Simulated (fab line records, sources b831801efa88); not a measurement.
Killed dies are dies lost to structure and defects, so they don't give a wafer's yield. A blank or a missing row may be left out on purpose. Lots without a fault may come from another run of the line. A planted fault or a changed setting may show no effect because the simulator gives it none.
A struck lot beside a sound one | flow sky130 | 18 steps out of a route of 708
Sound: wafers L941.1, L941.5, L941.6. Struck: wafers L955.1, L955.3, L955.5. The cause comes at the end.
At each step with rows: each side's tool, then ch and its chambers, then its first start. Under that, the readings that differ: sound wafers | struck wafers | difference of the means | sigmas: that difference in standard deviations of wafers without a fault.
alike: readings whose means differ by less than 2 such deviations, and words and numbers that are the same on both sides. not compared: withheld readings, readings that some wafer has no value for, bounds like >300 that may hide the same value, and numbers for which the record gives no deviation and whose values overlap.
The two part at a step that has a row with sigmas, a row that says differs or no value, or rows on one side only. Numbers that don't overlap but have no deviation are shown without sigmas and don't part them. A reading that every wafer of one side lacks parts them only if that side has two wafers or more.

first, 1 step without rows for these wafers: SKY_NWELL_IMPLANT_24.
SKY_NWELL_STRIP_25: strips in O2/N2.
  sound on plasma_asher-03 ch 0,1, day 5 12:46; struck on plasma_asher-01 ch 1, day 8 21:43
  alike: drypump_motor_current_A, oes_product_au, strip_time_to_endpoint_s
  not compared: rf_hours_counter_h
SKY_NWELL_TW_MEAS_26:
  sound on film_metro-04, day 5 12:52; struck on film_metro-03, day 8 21:49
  alike: NWELL_2_TW
then, 1 step without rows for these wafers: SKY_NWELL_CLEAN_27 (cleans in SC1/SC2, time 150 s).
SKY_NWELL_RTA_28: time 30 s.
  sound on rtp_anneal-02 ch 0, day 5 12:58; struck on rtp_anneal-01 ch 0, day 8 21:55
  alike: chamber_o2_ppm, lamp_power_pct, ramp_up_c_per_s, wafer_temp_C_max
SKY_NWELL_RS_MEAS_29: measures by four-point-probe.
  sound on film_metro-03, day 5 13:04; struck on film_metro-02, day 8 22:01
  alike: NWELL_RS
SKY_NWELL_RS_MEAS_31: measures by four-point-probe.
  sound on film_metro-03, day 5 13:19; struck on film_metro-02, day 8 22:16
  alike: PWDE_RS
then, 4 steps without rows for these wafers: SKY_VT_ADJUST_HVTP_DEHYDRATE_00 (time 60 s); SKY_VT_ADJUST_HVTP_HMDS_01 (prime time 60 s); SKY_VT_ADJUST_HVTP_COAT_02 (resist thk 1140 nm); SKY_VT_ADJUST_HVTP_SOFTBAKE_03 (time 60 s).
SKY_VT_ADJUST_HVTP_EXPOSE_04: exposes mask HVTPM, target cd 380 nm.
  sound on iline_stepper-02 ch 0, day 5 23:04; struck on iline_stepper-01 ch 0, day 9 09:16
  reading                                | sound                   | struck   | difference | sigmas
  model.VT_ADJUST_HVTP.overlay_x_nm (nm) | 0.07802 0.07802 0.07802 | 38 38 38 | +38        |
  alike: mask, stage_vel_mm_s
then, 2 steps without rows for these wafers: SKY_VT_ADJUST_HVTP_PEB_05; SKY_VT_ADJUST_HVTP_DEVELOP_06 (develop time 60 s).
SKY_VT_ADJUST_HVTP_CD_MEAS_07: target cd 380 nm.
  sound on cd_sem-02, day 6 07:40; struck on cd_sem-02, day 9 19:04
  alike: cd_nm
SKY_VT_ADJUST_HVTP_OVL_MEAS_08:
  sound on overlay-01, day 6 07:47; struck on overlay-02, day 9 19:11
  reading                 | sound         | struck         | difference | sigmas
  VT_ADJUST_HVTP_OVL (nm) | -0.6 -1.4 0.3 | 39.3 38.4 37.9 | +39.1      | +30
then, 1 step without rows for these wafers: SKY_VT_ADJUST_HVTP_IMPLANT_09.
-- the record jumps here: 40 days lie between the struck wafers' starts before and after (it left off in module VT_ADJUST_HVTP and takes up again in module PAD_OPEN, whose first step shown is number 708 of the route) --
SKY_PAD_OPEN_PROBE_99:
  sound on prober-01, day 46 09:22; struck on prober-02, day 49 10:51
  reading         | sound | struck | difference | sigmas
  killed_at_M4_up | 5 7 5 | 1 3 2  | -4         | -2
  alike: killed_at_M0_to_M3, killed_at_contacts, killed_at_front_end, killed_at_other, killed_dies, killed_open, killed_short
  not compared: model.etest.sram_pfet_latch.drive_ua_um, model.etest.sram_pfet_latch.off_log10_a_um, model.etest.sram_pfet_latch.vt_sat_v

WHERE THEY PART
First at SKY_VT_ADJUST_HVTP_OVL_MEAS_08; last, within this record, at SKY_PAD_OPEN_PROBE_99.

WHY: what the simulator had put in
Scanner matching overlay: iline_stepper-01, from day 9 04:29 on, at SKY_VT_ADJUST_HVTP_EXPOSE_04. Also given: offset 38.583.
